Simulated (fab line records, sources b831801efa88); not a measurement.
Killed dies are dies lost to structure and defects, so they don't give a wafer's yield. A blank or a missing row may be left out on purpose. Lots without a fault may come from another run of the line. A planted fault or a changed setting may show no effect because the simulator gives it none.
fab line records | flow sky130
record lots=13 wafers=39 last_day=50
route steps=708 shown NWELL@81 SONOS_TUNNEL@162 SONOS_ONO@183 GATE_OXIDE@187 PAD_OPEN@708
lots that met no fault: from a run of the same line without faults
start_h: hours from the record's first day to the start of the lot's first wafer shown | wait_h: hours since the lot's step before | " the same as in the row above | L1.1+2: a row that stands for several wafers | - no value, or no start given | * or withheld: withheld | < > ~ a bound
route shown NAME@n: a module of which the file shows steps, and the number in the route of the first | usual: mean/standard deviation of fault-free wafers | same: alike in all rows | chamber/n: place in a boat | sites: the reading at each site | _std_site: their standard deviation | _edge_site: outer sites' mean less inner sites' | radius_mm: how far each site lies from the wafer's centre | mask NAME#n: copy n | behind: the tool/chamber that last shaped the wafer | hold: why the lot was held/for how many hours/how that ended | device: the transistor (n, p or np) that didn't switch | end of line: the same wafers' tests at the end of the route | a step without rows: its recipe alone | killed: dies lost to structure and defects at the first sort, not the wafer's yield | map: a wafer's dies, x killed, . not, _ none there
set.NAME: the setting as run; set.NAME@STEP: as run at that earlier step | model.NAME: the simulator's own value behind a step, which no gauge read
steps of the route over a sample of lots; a table a step, a row a wafer
services: from which hour (start_h, from the record's first day; less than 0 if before it) a tool's chamber was out of use, for how many hours, and why
## steps
# step SKY_NWELL_RTA_28
# recipe temp_c=1050 time_s=30 idle_temp_c=650 ramp_up_c_per_s=150 ramp_down_c_per_s=90 ambient=N2
# usual anneal_temp_c_max=1055.5/1.8 lamp_power_pct=25.30/0.056 wafer_temp_C_max=1054.9/0.95
# columns lot.wafer tool chamber start_h wait_h anneal_temp_c_max lamp_power_pct wafer_temp_C_max
L882.4 rtp_anneal-01 0 101.20 0.1 1053.0 25.24 1054.3
L882.5 " 0 " " 1053.6 25.31 1053.9
L882.6 " 0 " " 1053.6 25.25 1056.6
L884.2 rtp_anneal-02 0 110.83 0.0 1058.0 25.23 1054.7
L884.3 " 0 " " 1059.7 25.34 1053.6
L884.6 " 0 " " 1059.9 25.34 1054.5
L886.4 rtp_anneal-02 0 123.15 0.1 1055.2 25.30 1054.9
L886.5 " 0 " " 1056.2 25.23 1053.7
L886.6 " 0 " " 1055.8 25.25 1054.6
L887.1 rtp_anneal-01 0 131.31 0.0 1054.5 25.31 1054.5
L887.2 " 0 " " 1054.4 25.36 1054.6
L887.5 " 0 " " 1054.6 25.28 1055.8
L889.2 rtp_anneal-01 0 147.32 0.0 1054.2 25.23 1056.3
L889.5 " 0 " " 1053.8 25.22 1056.6
L889.6 " 0 " " 1054.2 25.29 1054.4
L891.1 rtp_anneal-01 0 157.50 0.0 1054.6 25.30 1056.1
L891.5 " 0 " " 1053.9 25.20 1054.3
L891.6 " 0 " " 1054.0 25.31 1054.6
L894.2 rtp_anneal-02 0 176.82 0.0 1056.4 25.31 1055.2
L894.3 " 0 " " 1057.9 25.27 1055.2
L894.6 " 0 " " 1056.7 25.39 1054.7
L897.2 rtp_anneal-01 0 195.77 0.0 1054.7 25.31 1053.8
L897.5 " 0 " " 1053.4 25.30 1054.8
L897.6 " 0 " " 1054.0 25.37 1054.5
L899.2 rtp_anneal-02 0 206.07 0.0 1056.2 25.29 1054.0
L899.4 " 0 " " 1058.1 25.28 1053.6
L899.5 " 0 " " 1058.6 25.26 1053.8
L900.1 rtp_anneal-01 0 213.11 0.0 1053.8 25.31 1054.4
L900.2 " 0 " " 1055.9 25.34 1055.9
L900.4 " 0 " " 1054.3 25.38 1054.9
L901.1 rtp_anneal-02 0 217.60 0.0 1056.4 25.37 1054.8
L901.2 " 0 " " 1056.3 25.33 1054.5
L901.6 " 0 " " 1057.5 25.30 1053.4
L903.3 rtp_anneal-02 0 233.89 0.0 1055.5 25.26 1054.8
L903.5 " 0 " " 1056.4 25.29 1057.3
L903.6 " 0 " " 1055.8 25.36 1053.7
L904.1 rtp_anneal-02 0 245.30 0.0 1056.3 25.31 1057.3
L904.3 " 0 " " 1060.8 25.32 1054.5
L904.5 " 0 " " 1057.1 25.34 1054.1
# step SKY_SONOS_TUNNEL_OVL_MEAS_08
# usual SONOS_TUNNEL_OVL=-1.1/1.2
# columns lot.wafer tool chamber start_h wait_h SONOS_TUNNEL_OVL[nm]
L882.4 overlay-02 - 245.99 0.1 -0.5
L882.5 " - " " -1.8
L882.6 " - " " -1.6
L884.2 overlay-02 - 260.29 0.1 0.4
L884.3 " - " " 0.0
L884.6 " - " " -0.8
L886.4 overlay-02 - 275.47 0.1 -2.4
L886.5 " - " " -1.4
L886.6 " - " " -1.3
L887.1 overlay-01 - 286.04 0.1 -1.2
L887.2 " - " " -3.9
L887.5 " - " " -2.4
L889.2 overlay-01 - 306.04 0.1 -4.2
L889.5 " - " " -2.2
L889.6 " - " " -2.3
L891.1 overlay-02 - 319.93 0.1 0.4
L891.5 " - " " 0.1
L891.6 " - " " -2.0
L894.2 overlay-02 - 345.44 0.1 -0.1
L894.3 " - " " -1.2
L894.6 " - " " -0.9
L897.2 overlay-02 - 366.20 0.1 0.5
L897.5 " - " " 1.4
L897.6 " - " " -0.3
L899.2 overlay-02 - 378.98 0.1 0.8
L899.4 " - " " 1.1
L899.5 " - " " -1.0
L900.1 overlay-01 - 387.95 0.1 -2.5
L900.2 " - " " -0.2
L900.4 " - " " -0.2
L901.1 overlay-01 - 395.48 0.1 -2.7
L901.2 " - " " -2.8
L901.6 " - " " -1.3
L903.3 overlay-02 - 415.59 0.1 1.1
L903.5 " - " " 1.1
L903.6 " - " " 0.2
L904.1 overlay-01 - 430.35 0.1 -1.4
L904.3 " - " " -3.0
L904.5 " - " " -1.2
# step SKY_SONOS_ONO_ETCH_15
# recipe target_depth_nm=19.52 chemistry=CHF3/O2 source_w=600 bias_w=200 pressure_mtorr=40 chf3_flow_sccm=50 O2_flow_sccm=5 time_s=7.8
# usual drypump_motor_current_A=5.6/0.5 oes_product_au=0.996/0.012 rf_fwd_power_W=588.8/2.6 throttle_valve_pct=8.824/0.0099
# columns lot.wafer tool chamber start_h wait_h drypump_motor_current_A oes_product_au rf_fwd_power_W rf_hours_counter_h throttle_valve_pct
L882.4 rie_diel-03 3 275.11 0.0 6.5 0.989 591.3 9 8.819
L882.5 " 3 " " 6.5 0.993 590.9 - 8.839
L882.6 " 2 " " 5.4 0.980 591.2 - 8.824
L884.2 rie_diel-02 3 291.57 0.0 5.0 1.020 589.4 88 8.844
L884.3 " 1 " " 5.3 1.011 584.4 127 8.829
L884.6 " 1 " " 5.3 1.025 584.6 - 8.843
L886.4 rie_diel-03 0 312.57 0.0 5.7 0.987 589.9 2 8.832
L886.5 " 3 " " 6.5 0.998 591.0 - 8.827
L886.6 " 2 " " 5.4 1.000 589.7 - 8.823
L887.1 rie_diel-02 3 324.75 0.0 5.0 1.011 588.9 89 8.817
L887.2 " 0 " " 5.8 0.983 587.1 119 8.807
L887.5 " 3 " " 5.0 1.004 589.4 - 8.819
L889.2 rie_diel-04 0 342.97 0.0 4.9 0.991 587.4 9 8.836
L889.5 " 1 " " 5.7 0.995 586.9 - 8.817
L889.6 " 0 " " 4.9 0.992 589.2 - 8.824
L891.1 rie_diel-03 0 351.06 0.0 5.8 0.988 589.2 3 8.808
L891.5 " 1 " " 6.2 0.997 592.5 - 8.823
L891.6 " 0 " " 5.8 0.987 591.4 - 8.834
L894.2 rie_diel-03 1 380.76 0.0 6.2 0.991 593.2 2 8.813
L894.3 " 2 " " 5.4 0.979 589.2 20 8.824
L894.6 " 2 " " 5.4 0.980 586.2 - 8.807
L897.2 rie_diel-04 2 401.06 0.0 4.9 0.992 586.9 81 8.822
L897.5 " 0 " " 4.9 0.998 587.2 - 8.835
L897.6 " 3 " " 5.6 1.003 583.8 - 8.825
L899.2 rie_diel-03 3 412.26 0.0 6.5 0.999 594.8 11 8.828
L899.4 " 3 " " 6.5 0.998 592.9 - 8.815
L899.5 " 2 " " 5.4 0.992 588.6 - 8.810
L900.1 rie_diel-02 3 424.56 0.0 5.0 1.013 589.8 92 8.828
L900.2 " 2 " " 5.6 0.998 588.3 2 8.838
L900.4 " 0 " " 5.7 1.002 585.7 1 8.828
L901.1 rie_diel-04 2 432.79 0.0 4.9 0.981 589.7 81 8.835
L901.2 " 0 " " 4.9 0.993 590.4 11 8.840
L901.6 " 2 " " 4.9 0.993 589.0 - 8.839
L903.3 rie_diel-02 2 453.74 0.0 5.6 1.017 586.5 3 8.828
L903.5 " 2 " " 5.6 1.006 587.7 - 8.815
L903.6 " 1 " " 5.3 0.993 585.8 - 8.835
L904.1 rie_diel-03 0 479.21 0.0 5.7 0.990 592.4 5 8.820
L904.3 " 3 " " 6.5 0.996 590.3 12 8.816
L904.5 " 2 " " 5.4 0.980 589.9 - 8.796
# step SKY_GATE_OXIDE_CLEAN_00
# recipe chemistry=SC1/SC2 mix=1:4:20 temp_c=70 time_s=150 dry=n2_spin
# usual run_length_s=179/3.8
# columns lot.wafer tool chamber start_h wait_h run_length_s
L882.4 wet_bench-01 1 275.39 0.0 185
L882.5 " 1 " " 185
L882.6 " 1 " " 185
L884.2 wet_bench-04 0 291.84 0.0 178
L884.3 " 0 " " 178
L884.6 " 0 " " 178
L886.4 wet_bench-02 0 312.83 0.0 176
L886.5 " 0 " " 176
L886.6 " 0 " " 176
L887.1 wet_bench-02 2 325.02 0.0 186
L887.2 " 2 " " 186
L887.5 " 2 " " 186
L889.2 wet_bench-04 2 343.24 0.0 177
L889.5 " 2 " " 177
L889.6 " 2 " " 177
L891.1 wet_bench-04 0 351.32 0.0 96
L891.5 " 0 " " 96
L891.6 " 0 " " 96
L894.2 wet_bench-04 0 381.02 0.0 96
L894.3 " 0 " " 96
L894.6 " 0 " " 96
L897.2 wet_bench-01 3 401.33 0.0 176
L897.5 " 3 " " 176
L897.6 " 3 " " 176
L899.2 wet_bench-02 0 412.53 0.0 176
L899.4 " 0 " " 176
L899.5 " 0 " " 176
L900.1 wet_bench-02 3 424.83 0.0 174
L900.2 " 3 " " 174
L900.4 " 3 " " 174
L901.1 wet_bench-01 1 433.05 0.0 177
L901.2 " 1 " " 177
L901.6 " 1 " " 177
L903.3 wet_bench-01 2 454.02 0.0 184
L903.5 " 2 " " 184
L903.6 " 2 " " 184
L904.1 wet_bench-01 0 479.48 0.0 174
L904.3 " 0 " " 174
L904.5 " 0 " " 174
# step SKY_PAD_OPEN_PROBE_99
# usual killed_at_M0_to_M3=42/6.4 killed_at_M4_up=3.2/1.9 killed_at_contacts=24/4.8 killed_at_front_end=16/4.4 killed_at_other=0.3/0.55 killed_dies=86/8.6 killed_open=46/6.6 killed_short=39/5.7
# same gross_dies=492 killed_at_back_side=0
# columns lot.wafer tool chamber start_h wait_h killed_at_M0_to_M3 killed_at_M4_up killed_at_contacts killed_at_front_end killed_at_other killed_dies killed_open killed_short
L882.4 prober-02 - 1075.09 0.2 45 2 23 21 0 91 46 44
L882.5 prober-02 - 1075.14 0.2 42 3 24 15 0 84 51 31
L882.6 prober-02 - 1075.19 0.2 38 4 19 14 0 75 42 32
L889.2 prober-01 - 1123.06 0.1 36 5 17 13 0 71 39 32
L889.5 prober-01 - 1123.21 0.2 59 3 30 15 0 107 53 54
L889.6 prober-01 - 1123.26 0.2 45 4 33 13 0 95 56 38
# killed by level:class
L882.4 VIA1:geometric_particle:open=10 VIA3:geometric_particle:open=9 FIELD_ISO:geometric_particle:short=7 CONTACT:geometric_particle:open=7 METAL2:geometric_particle:short=7 METAL1:geometric_particle:short=6 POLY_GATE:geometric_particle:short=5 LI_CONTACT:geometric_particle:open=5
L882.5 CONTACT:geometric_particle:open=10 VIA1:geometric_particle:open=9 VIA3:geometric_particle:open=9 VIA2:geometric_particle:open=7 POLY_GATE:geometric_particle:short=6 LI_CONTACT:geometric_particle:open=6 METAL1:geometric_particle:short=5 POLY_GATE:geometric_particle:open=4
L882.6 VIA1:geometric_particle:open=11 CONTACT:geometric_particle:open=9 VIA1:geometric_particle:short=6 POLY_GATE:geometric_particle:open=4 METAL2:geometric_particle:short=4 POLY_GATE:geometric_particle:short=3 LI_CONTACT:geometric_particle:short=3 CONTACT:geometric_particle:short=3
L889.2 VIA1:geometric_particle:open=9 VIA3:geometric_particle:open=8 CONTACT:geometric_particle:open=6 VIA1:geometric_particle:short=6 CONTACT:geometric_particle:short=4 FIELD_ISO:geometric_particle:open=3 LOCAL_INTERCONNECT:geometric_particle:short=3 VIA2:geometric_particle:short=3
L889.5 VIA1:geometric_particle:open=16 VIA1:geometric_particle:short=10 METAL2:geometric_particle:short=8 VIA3:geometric_particle:open=8 CONTACT:geometric_particle:open=7 METAL1:geometric_particle:short=7 POLY_GATE:geometric_particle:open=6 LI_CONTACT:geometric_particle:open=6
L889.6 VIA1:geometric_particle:open=14 LI_CONTACT:geometric_particle:open=10 CONTACT:geometric_particle:open=8 VIA2:geometric_particle:open=7 CONTACT:geometric_particle:short=6 METAL2:geometric_particle:short=6 FIELD_ISO:geometric_particle:short=5 POLY_GATE:geometric_particle:open=5
## services
# columns tool chamber start_h hours kind
rie_diel-03 0 129.47 19.7 repair
rie_diel-03 2 144.74 12.1 repair
rtp_anneal-02 - 145.63 4.5 pm
wet_bench-02 - 148.23 1.9 pm
rie_diel-04 - 154.22 28.1 pm
rie_diel-03 3 167.59 10.0 repair
wet_bench-04 - 172.35 4.5 repair
rie_diel-02 - 175.16 15.6 pm
rie_diel-03 - 219.63 2.8 pm
rie_diel-03 3 235.36 3.4 repair
rie_diel-02 0 281.57 12.0 repair
rie_diel-03 2 291.76 2.8 repair
rie_diel-02 1 331.12 4.4 repair
rie_diel-03 - 359.18 0.7 repair
wet_bench-04 - 361.88 0.7 repair
rie_diel-03 2 371.83 4.8 repair
rie_diel-04 - 372.53 2.8 pm
rie_diel-03 1 382.21 35.8 repair
rie_diel-02 1 384.63 5.1 repair
rie_diel-04 0 386.01 11.7 repair
rtp_anneal-01 - 441.64 3.8 pm
rie_diel-03 - 454.64 0.5 repair
rie_diel-02 1 456.59 7.7 repair
rie_diel-02 2 457.27 1.7 repair
## key
first_sign step=SKY_GATE_OXIDE_CLEAN_00 reading=run_length_s direction=down sigmas=22 usual=* struck=*
effect none on later readings
met_at SKY_GATE_OXIDE_CLEAN_00
struck_lots L891,L894
tester_left_out L891,L894
not_acting_at SKY_NWELL_RTA_28,SKY_SONOS_TUNNEL_OVL_MEAS_08,SKY_SONOS_ONO_ETCH_15
onset_between 343.24 351.32
fault kind=process_parameter_drift tool=wet_bench-04 chamber=- onset_h=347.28 steps=SKY_GATE_OXIDE_CLEAN_00 channel=time_s offset=* shape=step end_h=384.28 acts_in=* stated=*
# tester_left_out: of these lots the tester's yield and bins aren't shown, on N5 and GAA mostly nor the transistor test; their killed dies are dies lost to structure and defects alone, not to doping, threshold or leakage, so they don't give the yield
